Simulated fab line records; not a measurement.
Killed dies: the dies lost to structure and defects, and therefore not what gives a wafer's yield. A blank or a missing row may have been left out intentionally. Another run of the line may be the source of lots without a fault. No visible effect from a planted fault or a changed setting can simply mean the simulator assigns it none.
Problem report, 8D (eight disciplines) form, completed by code / flow sky130 / the parts of the form that need people (team, actions taken, sign-off) are left out

== 1. WHAT WENT WRONG ==
cathode dc power W at SKY_CAPM_SPUTTER_02 reads a mean of 6670.2 W on 6 wafers of 2 lots; wafers without a fault read 6499.9 W with a standard deviation of 1.2. So: +99 or more standard deviations from the usual mean.
The step: material TiN, target thk 200 nm, time 166.7 s.
First observed at day 39 04:33: wafer L571.2, on pvd sputter-02. The record holds 12 wafers of 4 lots with a number at this step. The rule behind "out" and "out of limits": a value lying over 4 standard deviations away from the usual mean. The rest of the wafers with a number are treated as sound.

== 2. WHAT THIS IS AND IS NOT ==
question=which readings at this step | is=cathode dc power W | is not=chamber pressure pa, throttle valve pct
question=which lots | is=L571, L575 | is not=L570, L588
question=which wafers of those lots | is=all that have a number | is not=-
question=read on which tools | is=pvd sputter-02 | is not=pvd sputter-03
question=when | is=from day 39 04:33 | is not=up to then (3 sound wafers); but 3 sound wafers of L588 came after

== 3. THE SUSPECTS, EACH WITH WHAT RULES IT OUT ==
Counting: any tool at a process step up to the reading is kept as a suspect provided that every lot that is out went through it and no sound lot did after the first of them.
- pvd sputter-02 at SKY_CAPM_SPUTTER_02 (material TiN, target thk 200 nm, time 166.7 s): kept. All lots that are out passed through it, beginning with L571 at day 39 04:33, and no sound lot followed; its final sound lot before that point was L570 at day 38 23:30. Its own readings are out on those wafers: cathode dc power W.
The count leaves pvd sputter-02 at SKY_CAPM_SPUTTER_02.

== 4. THE CAUSE (what the simulator had put in) ==
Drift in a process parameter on pvd sputter-02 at SKY_CAPM_SPUTTER_02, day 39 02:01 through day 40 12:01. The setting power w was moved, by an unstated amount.
Only this tool survived the counting.

== 5. SEQUENCE OF EFFECTS, ordered by route ==
Each row: a reading whose mean over the struck wafers that have a number lies more than 3 standard deviations from the usual. Readings are gone through only where the record gives a usual standard deviation; hours: the median, over the lots, of the time from a lot's start at the first step in this table giving one to that lot's start at this step; sigmas: the change measured in usual standard deviations.
hours=0; step=SKY_CAPM_SPUTTER_02; reading=cathode dc power W; usual=6499.9 W; on struck wafers=6670.2; change=+170.3; sigmas=+99 or more
The process steps in it:
- SKY_CAPM_SPUTTER_02: material TiN, target thk 200 nm, time 166.7 s.

== 6. HOW IT WOULD HAVE BEEN CAUGHT EARLIER ==
In this record the first reading out of limits was taken at day 39 04:33, 3 hours after the fault began at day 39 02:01.
